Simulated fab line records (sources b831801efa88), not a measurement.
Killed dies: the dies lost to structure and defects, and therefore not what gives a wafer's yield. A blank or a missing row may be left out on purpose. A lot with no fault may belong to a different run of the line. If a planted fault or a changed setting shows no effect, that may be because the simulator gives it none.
fab line records	flow sky130	part 1 of 2: steps 1 to 27 of 38
[record] lots = 5	wafers = 15	lastDay = 50
route steps=708 shown SONOS_ONO@177 GATE_OXIDE@187 POLY_GATE@204 RES_PROTECT@206
lots untouched by any fault: they come from a run of this same line in which no faults occurred
startH: hours from the record's opening day to when the first of the lot's shown wafers began	waitH: hours elapsed since this lot's preceding step	" unchanged from the row above	L1.1+2: a row that stands for several wafers	- no value, or no start given	* or withheld: withheld	< > ~ a bound
route shown NAME@n: names a module that has steps shown in the file, with the first one's number in the route	usual: mean/standard deviation taken from wafers without a fault	same: alike in all rows	chamber/n: place in a boat	sites: per-site readings	_std_site: how widely they spread, as a standard deviation	_edge_site: outer sites' mean less inner sites'	radiusMm: for every site, how far away it sits from the centre of the wafer	mask NAME#n: copy n	behind: the tool/chamber that last shaped the wafer	hold: the reason the lot was held/the length of the hold in hours/how it ended	device: the n, p or np transistor that did not switch	end of line: tests of these same wafers at the route's end	where a step has no rows: the recipe by itself	killed: not the wafer's yield, but the dies lost to structure and defects at the first sort	map: shows each die of a wafer: x if killed, . if not, _ if none is there
set.NAME: the run value of the setting; set.NAME@STEP: its run value at that earlier step	model.NAME: the simulator's own value behind a step, which no gauge read
certain route steps with their lots: each step a table, each wafer a row
services: when a tool's chamber went out of use (startH, in hours from the record's first day, below 0 if earlier), for how many hours, and the reason
[[steps]]
[step SKY_SONOS_ONO_SOFTBAKE_09]
[recipe] tempC = 90	timeS = 60	resist = NOVOLAK
[usual] plateTempC = 90.01/0.12
lot.wafer	tool	chamber	startH	waitH	plateTempC
L075.3	lithoTrack-01	0	284.82	0.1	90.02
L075.4	"	0	"	"	89.92
L075.6	"	0	"	"	90.15
L077.2	lithoTrack-04	0	294.47	0.1	89.95
L077.3	"	0	"	"	90.01
L077.4	"	0	"	"	90.14
L079.4	lithoTrack-01	0	307.04	0.1	90.11
L079.5	"	0	"	"	90.11
L079.6	"	0	"	"	90.15
L083.4	lithoTrack-01	0	333.99	0.1	89.90
L083.5	"	0	"	"	89.82
L083.6	"	0	"	"	90.00
L096.1	lithoTrack-04	0	448.34	0.1	90.04
L096.2	"	0	"	"	89.97
L096.4	"	0	"	"	89.95
[step SKY_SONOS_ONO_EXPOSE_10]
[recipe] maskId = ONOM	targetCdNm = 410	na = 0.6	sourceShape = conventional	sigmaOuter = 0.6	doseMj = 150
[usual] exposureDoseMJCm2 = 149.94/0.13	focusOffsetNm = 0.1/0.43
lot.wafer	tool	chamber	startH	waitH	mask	exposureDoseMJCm2	focusOffsetNm
L075.3	ilineStepper-01	0	-	-	ONOM#0	149.93	0.6
L075.4	"	0	"	"	ONOM#0	149.91	0.1
L075.6	"	0	"	"	ONOM#0	150.18	1.0
L077.2	ilineStepper-02	0	-	-	ONOM#0	149.97	-0.3
L077.3	"	0	"	"	ONOM#0	150.19	0.1
L077.4	"	0	"	"	ONOM#0	149.75	0.1
L079.4	ilineStepper-02	0	-	-	ONOM#0	149.83	0.1
L079.5	"	0	"	"	ONOM#0	150.02	0.5
L079.6	"	0	"	"	ONOM#0	149.75	-0.9
L083.4	ilineStepper-01	0	-	-	ONOM#0	150.09	0.2
L083.5	"	0	"	"	ONOM#0	150.24	1.3
L083.6	"	0	"	"	ONOM#0	150.21	0.1
L096.1	ilineStepper-02	0	-	-	ONOM#0	149.97	0.4
L096.2	"	0	"	"	ONOM#0	149.90	-0.4
L096.4	"	0	"	"	ONOM#0	149.88	0.6
[step SKY_SONOS_ONO_PEB_11]
[recipe] tempC = withheld	timeS = *	resist = NOVOLAK
lot.wafer	tool	chamber	startH	waitH
L075.3+4+6	lithoTrack-01	0	-	-
L077.2+3+4	lithoTrack-04	0	-	-
L079.4+5+6	lithoTrack-02	0	-	-
L083.4+5+6	lithoTrack-04	0	-	-
L096.1+2+4	lithoTrack-01	0	-	-
[step SKY_SONOS_ONO_DEVELOP_12]
[recipe] developTimeS = 60	devTempC = 23
[usual] developerTempC = 23.01/0.12
lot.wafer	tool	chamber	startH	waitH	developerTempC
L075.3	lithoTrack-01	0	296.72	0.1	22.75
L075.4	"	0	"	"	23.00
L075.6	"	0	"	"	22.94
L077.2	lithoTrack-04	0	307.52	0.1	23.06
L077.3	"	0	"	"	23.07
L077.4	"	0	"	"	22.95
L079.4	lithoTrack-02	0	319.99	0.1	22.97
L079.5	"	0	"	"	23.01
L079.6	"	0	"	"	22.87
L083.4	lithoTrack-04	0	347.37	0.1	23.10
L083.5	"	0	"	"	22.99
L083.6	"	0	"	"	23.07
L096.1	lithoTrack-01	0	463.42	0.1	22.96
L096.2	"	0	"	"	22.57
L096.4	"	0	"	"	22.97
[step SKY_SONOS_ONO_CD_MEAS_13]
[recipe] targetCdNm = 410
[usual] cdNm = 409.2/2.4
lot.wafer	tool	chamber	startH	waitH	cdNm
L075.3	cdSem-01	-	296.86	0.1	406.6
L075.4	"	-	"	"	406.0
L075.6	"	-	"	"	405.9
L077.2	cdSem-01	-	307.66	0.1	405.6
L077.3	"	-	"	"	405.6
L077.4	"	-	"	"	407.4
L079.4	cdSem-02	-	320.12	0.1	411.2
L079.5	"	-	"	"	409.3
L079.6	"	-	"	"	409.9
L083.4	cdSem-02	-	347.50	0.1	412.6
L083.5	"	-	"	"	412.1
L083.6	"	-	"	"	413.4
L096.1	cdSem-01	-	463.57	0.1	408.4
L096.2	"	-	"	"	406.4
L096.4	"	-	"	"	409.1
[step SKY_SONOS_ONO_OVL_MEAS_14]
[usual] SONOS_ONO_OVL = -0.4/1.3
lot.wafer	tool	chamber	startH	waitH	SONOS_ONO_OVL[nm]
L075.3	overlay-02	-	296.95	0.1	-0.4
L075.4	"	-	"	"	0.8
L075.6	"	-	"	"	0.6
L077.2	overlay-02	-	307.77	0.1	-0.8
L077.3	"	-	"	"	1.4
L077.4	"	-	"	"	0.4
L079.4	overlay-02	-	320.20	0.1	0.1
L079.5	"	-	"	"	-0.7
L079.6	"	-	"	"	-2.9
L083.4	overlay-01	-	347.58	0.1	-1.7
L083.5	"	-	"	"	-2.1
L083.6	"	-	"	"	-1.4
L096.1	overlay-01	-	463.69	0.1	-1.8
L096.2	"	-	"	"	-0.9
L096.4	"	-	"	"	0.3
[step SKY_SONOS_ONO_ETCH_15]
[recipe] targetDepthNm = 19.52	chemistry = CHF3/O2	sourceW = 600	biasW = 200	pressureMtorr = 40	chf3FlowSccm = 50	O2_flow_sccm = 5	timeS = 7.8
[usual] drypumpMotorCurrentA = 5.6/0.53	oesProductAu = 1.003/0.0079	throttleValvePct = 8.825/0.0095
lot.wafer	tool	chamber	startH	waitH	drypumpMotorCurrentA	oesProductAu	rfHoursCounterH	throttleValvePct
L075.3	rieDiel-03	3	296.97	0.0	5.9	1.002	14	8.821
L075.4	"	1	"	"	6.1	1.002	0	8.814
L075.6	"	1	"	"	6.1	1.003	-	8.822
L077.2	rieDiel-04	3	307.80	0.0	4.8	1.008	85	8.830
L077.3	"	0	"	"	6.3	1.017	8	8.832
L077.4	"	2	"	"	5.5	1.004	41	8.826
L079.4	rieDiel-01	0	320.23	0.0	5.0	1.001	-	8.832
L079.5	"	3	"	"	5.7	1.013	-	8.817
L079.6	"	1	"	"	6.5	1.015	-	8.822
L083.4	rieDiel-01	0	347.60	0.0	5.0	0.998	8	8.828
L083.5	"	3	"	"	5.7	0.992	-	8.831
L083.6	"	0	"	"	5.0	0.996	-	8.839
L096.1	rieDiel-01	2	463.72	0.0	5.9	0.998	3	8.816
L096.2	"	0	"	"	5.0	1.001	10	8.837
L096.4	"	1	"	"	6.5	1.020	99	8.839
[step SKY_SONOS_ONO_WET_ETCH_16]
[recipe] chemistry = dHF	targetDepthNm = 14	dry = n2Spin	target = SiO2	dilution = 100:1	tempC = 25	timeS = 280
lot.wafer	tool	chamber	startH	waitH
L075.3+4+6	wetBench-04	0	296.99	0.0
L077.2+3+4	wetBench-04	2	307.82	0.0
L079.4+5+6	wetBench-01	0	320.24	0.0
L083.4+5+6	wetBench-03	0	347.62	0.0
L096.1+2+4	wetBench-01	2	463.74	0.0
[step SKY_SONOS_ONO_STRIP_17]
[recipe] chemistry = O2/N2	powerW = 1400	pressureMtorr = 1500	platenTempC = withheld	o2FlowSccm = 3000	n2FlowSccm = 300	overashFraction = 0.5
[usual] drypumpMotorCurrentA = 5.6/0.48	n2FlowSccm = 300.2/0.94	oesProductAu = 0.710/0.0046	stripTimeToEndpointS = 14.09/0.053
lot.wafer	tool	chamber	startH	waitH	drypumpMotorCurrentA	n2FlowSccm	oesProductAu	rfHoursCounterH	stripTimeToEndpointS
L075.3	plasmaAsher-04	1	297.11	0.0	5.7	300.9	0.708	-	14.01
L075.4	"	0	"	"	5.4	300.7	0.708	-	13.99
L075.6	"	1	"	"	5.6	300.6	0.710	-	13.97
L077.2	plasmaAsher-03	1	307.91	0.0	5.4	299.8	0.709	20	14.08
L077.3	"	1	"	"	5.4	298.3	0.712	-	14.04
L077.4	"	0	"	"	5.2	299.0	0.718	-	14.07
L079.4	plasmaAsher-01	1	320.36	0.0	5.3	301.1	0.716	-	14.09
L079.5	"	1	"	"	5.3	300.7	0.716	-	14.10
L079.6	"	0	"	"	6.6	299.1	0.708	-	14.05
L083.4	plasmaAsher-04	1	347.75	0.0	5.7	301.7	0.707	-	14.05
L083.5	"	0	"	"	5.4	301.0	0.705	-	14.10
L083.6	"	1	"	"	5.7	300.9	0.713	-	14.09
L096.1	plasmaAsher-03	0	463.84	0.0	5.2	299.8	0.716	35	14.14
L096.2	"	1	"	"	5.4	299.7	0.714	35	14.14
L096.4	"	0	"	"	5.2	300.1	0.703	-	14.04
[step SKY_SONOS_ONO_WET_ETCH_18]
[recipe] chemistry = H3PO4	targetDepthNm = 15	target = Si3N4	tempC = 160	timeS = 172
lot.wafer	tool	chamber	startH	waitH
L075.3+4+6	wetBench-04	3	297.18	0.0
L077.2+3+4	wetBench-04	0	308.01	0.1
L079.4+5+6	wetBench-03	1	320.42	0.0
L083.4+5+6	wetBench-04	1	347.81	0.0
L096.1+2+4	wetBench-01	0	463.94	0.1
[step SKY_GATE_OXIDE_CLEAN_00]
[recipe] chemistry = SC1/SC2	mix = 1:4:20	tempC = 70	timeS = 150	dry = n2Spin
lot.wafer	tool	chamber	startH	waitH
L075.3+4+6	wetBench-01	1	297.24	0.0
L077.2+3+4	wetBench-01	3	308.06	0.0
L079.4+5+6	wetBench-01	0	320.54	0.0
L083.4+5+6	wetBench-03	1	347.88	0.0
L096.1+2+4	wetBench-01	2	464.00	0.0
[step SKY_GATE_OXIDE_OXIDATION_01]
[recipe] tempC = 900	ambient = O2	stabiliseS = 600	purgeS = 300	targetThkA = 102.68	oxTimeS = 1473
[usual] oxTempCMax = 903.6/0.79	zonePowerCentrePct = 19/3.4
lot.wafer	tool	chamber	startH	waitH	oxTempCMax	zonePowerCentrePct
L075.3	furnace-02	0	297.34	0.0	903.4	22
L075.4	"	0	"	"	903.6	21
L075.6	"	0	"	"	902.7	21
L077.2	furnace-01	0	308.11	0.0	903.8	14
L077.3	"	0	"	"	905.0	14
L077.4	"	0	"	"	903.2	14
L079.4	furnace-01	0	321.24	0.7	903.7	15
L079.5	"	0	"	"	902.6	14
L079.6	"	0	"	"	904.7	14
L083.4	furnace-02	0	348.82	0.9	902.6	22
L083.5	"	0	"	"	903.6	21
L083.6	"	0	"	"	902.8	21
L096.1	furnace-02	0	464.29	0.2	903.2	21
L096.2	"	0	"	"	903.4	21
L096.4	"	0	"	"	903.1	21
[step SKY_GATE_OXIDE_THK_MEAS_02]
[recipe] reads = SiO2_of_GATE_OXIDE_OXIDATION_01
[usual] GATE_OXIDE_OXIDATION_00_THK = 10.25/0.23
lot.wafer	tool	chamber	startH	waitH	GATE_OXIDE_OXIDATION_00_THK[nm]
L075.3	filmMetro-01	-	298.76	0.0	10.55
L075.4	"	-	"	"	10.52
L075.6	"	-	"	"	10.46
L077.2	filmMetro-03	-	309.53	0.0	10.01
L077.3	"	-	"	"	10.20
L077.4	"	-	"	"	10.19
L079.4	filmMetro-04	-	322.68	0.0	10.32
L079.5	"	-	"	"	10.11
L079.6	"	-	"	"	10.20
L083.4	filmMetro-03	-	350.26	0.0	10.45
L083.5	"	-	"	"	10.49
L083.6	"	-	"	"	10.31
L096.1	filmMetro-04	-	465.70	0.0	10.02
L096.2	"	-	"	"	10.17
L096.4	"	-	"	"	9.88
[step SKY_GATE_OXIDE_DEHYDRATE_03]
[recipe] tempC = 200	timeS = 60
[usual] plateTempC = 200.03/0.16
lot.wafer	tool	chamber	startH	waitH	plateTempC
L075.3	lithoTrack-02	0	310.56	11.8	199.88
L075.4	"	0	"	"	199.92
L075.6	"	0	"	"	200.13
L077.2	lithoTrack-04	0	322.07	12.5	199.94
L077.3	"	0	"	"	199.95
L077.4	"	0	"	"	199.92
L079.4	lithoTrack-04	0	335.37	12.7	200.06
L079.5	"	0	"	"	200.01
L079.6	"	0	"	"	200.34
L083.4	lithoTrack-02	0	363.34	13.1	200.09
L083.5	"	0	"	"	199.97
L083.6	"	0	"	"	199.94
L096.1	lithoTrack-04	0	480.69	15.0	200.25
L096.2	"	0	"	"	200.27
L096.4	"	0	"	"	199.95
[step SKY_GATE_OXIDE_HMDS_04]
[recipe] primeTimeS = 60	primeTempC = 120
lot.wafer	tool	chamber	startH	waitH
L075.3+4+6	lithoTrack-02	0	310.71	0.1
L077.2+3+4	lithoTrack-04	0	322.22	0.1
L079.4+5+6	lithoTrack-04	0	335.52	0.1
L083.4+5+6	lithoTrack-02	0	363.49	0.1
L096.1+2+4	lithoTrack-04	0	480.84	0.1
[step SKY_GATE_OXIDE_COAT_05]
[recipe] resist = NOVOLAK	spinRpm = 3000	resistThkNm = 1140
lot.wafer	tool	chamber	startH	waitH
L075.3+4+6	lithoTrack-02	0	310.86	0.1
L077.2+3+4	lithoTrack-04	0	322.37	0.1
L079.4+5+6	lithoTrack-04	0	335.67	0.1
L083.4+5+6	lithoTrack-02	0	363.64	0.1
L096.1+2+4	lithoTrack-04	0	480.99	0.1
[step SKY_GATE_OXIDE_SOFTBAKE_06]
[recipe] tempC = 90	timeS = 60	resist = NOVOLAK
[usual] plateTempC = 90.01/0.13
lot.wafer	tool	chamber	startH	waitH	plateTempC
L075.3	lithoTrack-02	0	311.01	0.1	90.08
L075.4	"	0	"	"	90.20
L075.6	"	0	"	"	90.09
L077.2	lithoTrack-04	0	322.52	0.1	89.94
L077.3	"	0	"	"	90.10
L077.4	"	0	"	"	89.92
L079.4	lithoTrack-04	0	335.82	0.1	89.97
L079.5	"	0	"	"	89.93
L079.6	"	0	"	"	90.03
L083.4	lithoTrack-02	0	363.79	0.1	89.83
L083.5	"	0	"	"	89.83
L083.6	"	0	"	"	90.13
L096.1	lithoTrack-04	0	481.14	0.1	89.85
L096.2	"	0	"	"	89.85
L096.4	"	0	"	"	89.86
[step SKY_GATE_OXIDE_EXPOSE_07]
[recipe] maskId = LVOM	na = 0.6	sourceShape = conventional	sigmaOuter = 0.6	polarization = unpolarized	targetCdNm = 600	doseMj = 170
[usual] exposureDoseMJCm2 = 170.02/0.19	focusOffsetNm = 0.0/0.53
lot.wafer	tool	chamber	startH	waitH	mask	exposureDoseMJCm2	focusOffsetNm
L075.3	ilineStepper-02	0	-	-	LVOM#0	170.04	0.1
L075.4	"	0	"	"	LVOM#0	169.89	-0.4
L075.6	"	0	"	"	LVOM#0	169.89	-0.8
L077.2	ilineStepper-01	0	-	-	LVOM#0	169.94	0.1
L077.3	"	0	"	"	LVOM#0	169.94	0.8
L077.4	"	0	"	"	LVOM#0	170.07	0.3
L079.4	ilineStepper-01	0	-	-	LVOM#0	169.84	-0.3
L079.5	"	0	"	"	LVOM#0	170.00	-1.1
L079.6	"	0	"	"	LVOM#0	169.66	-0.9
L083.4	ilineStepper-01	0	-	-	LVOM#0	170.00	1.0
L083.5	"	0	"	"	LVOM#0	170.23	-0.5
L083.6	"	0	"	"	LVOM#0	170.21	0.8
L096.1	ilineStepper-01	0	-	-	LVOM#0	169.98	0.4
L096.2	"	0	"	"	LVOM#0	170.09	0.0
L096.4	"	0	"	"	LVOM#0	169.68	0.1
[step SKY_GATE_OXIDE_PEB_08]
[recipe] tempC = withheld	timeS = *	resist = NOVOLAK
lot.wafer	tool	chamber	startH	waitH
L075.3+4+6	lithoTrack-04	0	-	-
L077.2+3+4	lithoTrack-04	0	-	-
L079.4+5+6	lithoTrack-04	0	-	-
L083.4+5+6	lithoTrack-02	0	-	-
L096.1+2+4	lithoTrack-04	0	-	-
[step SKY_GATE_OXIDE_DEVELOP_09]
[recipe] resist = NOVOLAK	developer = TMAH	developTimeS = 60	devTempC = 23
[usual] developerTempC = 23.00/0.11
lot.wafer	tool	chamber	startH	waitH	developerTempC
L075.3	lithoTrack-04	0	324.14	0.1	23.01
L075.4	"	0	"	"	22.96
L075.6	"	0	"	"	23.08
L077.2	lithoTrack-04	0	336.07	0.1	23.12
L077.3	"	0	"	"	23.01
L077.4	"	0	"	"	23.11
L079.4	lithoTrack-04	0	348.97	0.1	23.04
L079.5	"	0	"	"	23.02
L079.6	"	0	"	"	23.05
L083.4	lithoTrack-02	0	378.68	0.1	22.90
L083.5	"	0	"	"	23.02
L083.6	"	0	"	"	22.91
L096.1	lithoTrack-04	0	496.49	0.1	22.96
L096.2	"	0	"	"	23.06
L096.4	"	0	"	"	23.19
[step SKY_GATE_OXIDE_OVL_MEAS_10]
[usual] GATE_OXIDE_OVL = -0.3/1.3
lot.wafer	tool	chamber	startH	waitH	GATE_OXIDE_OVL[nm]
L075.3	overlay-02	-	324.26	0.1	-1.2
L075.4	"	-	"	"	0.3
L075.6	"	-	"	"	-0.8
L077.2	overlay-01	-	336.20	0.1	-0.7
L077.3	"	-	"	"	2.1
L077.4	"	-	"	"	0.1
L079.4	overlay-01	-	349.06	0.1	-1.4
L079.5	"	-	"	"	0.9
L079.6	"	-	"	"	-0.9
L083.4	overlay-02	-	378.78	0.1	-0.8
L083.5	"	-	"	"	0.1
L083.6	"	-	"	"	-0.1
L096.1	overlay-02	-	496.64	0.1	-1.8
L096.2	"	-	"	"	1.7
L096.4	"	-	"	"	-2.2
[step SKY_GATE_OXIDE_IMPLANT_11]
[recipe] species = B	energyKev = 10	doseCm2 = 2.546e+12	tiltDeg = withheld
lot.wafer	tool	chamber	startH	waitH
L075.3+4+6	implanter-03	0	324.33	0.1
L077.2+3+4	implanter-02	0	336.26	0.0
L079.4+5+6	implanter-02	0	349.15	0.1
L083.4+5+6	implanter-03	0	378.87	0.1
L096.1+2+4	implanter-02	0	496.68	0.0
[step SKY_GATE_OXIDE_WET_ETCH_12]
[recipe] chemistry = dHF	targetDepthNm = 16.8	dry = n2Spin	target = SiO2	dilution = 100:1	tempC = 25	timeS = 336
lot.wafer	tool	chamber	startH	waitH
L075.3+4+6	wetBench-03	1	324.43	0.1
L077.2+3+4	wetBench-04	0	336.38	0.1
L079.4+5+6	wetBench-03	2	349.24	0.1
L083.4+5+6	wetBench-03	2	378.95	0.1
L096.1+2+4	wetBench-03	1	496.83	0.1
[step SKY_GATE_OXIDE_STRIP_13]
[recipe] chemistry = O2/N2	powerW = 1400	pressureMtorr = 1500	platenTempC = withheld	o2FlowSccm = 3000	n2FlowSccm = 300	overashFraction = 0.5
[usual] drypumpMotorCurrentA = 5.50/0.25	n2FlowSccm = 300.1/0.89	oesProductAu = 0.715/0.0043	stripTimeToEndpointS = 14.20/0.042
lot.wafer	tool	chamber	startH	waitH	drypumpMotorCurrentA	n2FlowSccm	oesProductAu	rfHoursCounterH	stripTimeToEndpointS
L075.3	plasmaAsher-04	1	324.57	0.0	5.65	299.3	0.713	-	14.26
L075.4	"	0	"	"	5.41	300.5	0.716	-	14.26
L075.6	"	1	"	"	5.68	300.5	0.721	-	14.22
L077.2	plasmaAsher-03	0	336.48	0.0	5.17	301.9	0.722	22	14.11
L077.3	"	1	"	"	5.44	299.8	0.719	-	14.12
L077.4	"	0	"	"	5.20	300.4	0.718	-	14.14
L079.4	plasmaAsher-04	1	349.39	0.0	5.68	299.7	0.713	-	14.20
L079.5	"	1	"	"	5.69	299.5	0.711	-	14.14
L079.6	"	0	"	"	5.43	300.1	0.712	-	14.23
L083.4	plasmaAsher-03	1	379.08	0.0	5.45	300.7	0.719	-	14.19
L083.5	"	0	"	"	5.22	300.2	0.716	-	14.16
L083.6	"	1	"	"	5.46	299.8	0.714	-	14.12
L096.1	plasmaAsher-03	0	496.93	0.0	5.19	299.7	0.716	39	14.19
L096.2	"	1	"	"	5.44	298.9	0.712	39	14.17
L096.4	"	0	"	"	5.19	299.2	0.711	-	14.20
[step SKY_GATE_OXIDE_TW_MEAS_14]
[usual] GATE_OXIDE_TW = 222.2/1.1
lot.wafer	tool	chamber	startH	waitH	GATE_OXIDE_TW
L075.3	filmMetro-01	-	324.65	0.1	220.7
L075.4	"	-	"	"	220.4
L075.6	"	-	"	"	221.4
L077.2	filmMetro-04	-	336.59	0.1	221.6
L077.3	"	-	"	"	223.4
L077.4	"	-	"	"	222.7
L079.4	filmMetro-03	-	349.49	0.1	222.1
L079.5	"	-	"	"	220.8
L079.6	"	-	"	"	221.0
L083.4	filmMetro-04	-	379.18	0.1	222.0
L083.5	"	-	"	"	222.8
L083.6	"	-	"	"	221.7
L096.1	filmMetro-04	-	497.03	0.1	222.2
L096.2	"	-	"	"	223.8
L096.4	"	-	"	"	222.6
[step SKY_GATE_OXIDE_CLEAN_15]
[recipe] chemistry = SC1/SC2	mix = 1:4:20	tempC = 70	timeS = 150	dry = n2Spin
lot.wafer	tool	chamber	startH	waitH
L075.3+4+6	wetBench-03	2	324.69	0.0
L077.2+3+4	wetBench-04	0	336.64	0.0
L079.4+5+6	wetBench-03	0	349.52	0.0
L083.4+5+6	wetBench-01	0	379.21	0.0
L096.1+2+4	wetBench-01	1	497.09	0.1
[step SKY_GATE_OXIDE_OXIDATION_16]
[recipe] tempC = 800	ambient = O2	idleTempC = 700	rampUpCPerMin = 10	rampDownCPerMin = 3	stabiliseS = 600	purgeS = 300	targetThkA = 35.7	oxTimeS = 1915
[usual] oxTempCMax = 803.1/0.76	zonePowerCentrePct = 15.1/2.5
lot.wafer	tool	chamber	startH	waitH	oxTempCMax	zonePowerCentrePct
L075.3	furnace-01	0	327.09	2.3	804.5	11.1
L075.4	"	0	"	"	804.3	11.3
L075.6	"	0	"	"	804.1	11.2
L077.2	furnace-01	0	338.21	1.5	803.9	11.2
L077.3	"	0	"	"	802.9	11.1
L077.4	"	0	"	"	803.4	11.3
L079.4	furnace-02	0	350.23	0.7	802.5	17.0
L079.5	"	0	"	"	802.6	16.8
L079.6	"	0	"	"	802.0	16.6
L083.4	furnace-02	0	379.96	0.7	802.9	16.5
L083.5	"	0	"	"	802.6	16.6
L083.6	"	0	"	"	802.4	16.6
L096.1	furnace-02	0	498.07	0.9	802.8	16.9
L096.2	"	0	"	"	802.4	16.6
L096.4	"	0	"	"	803.6	16.7
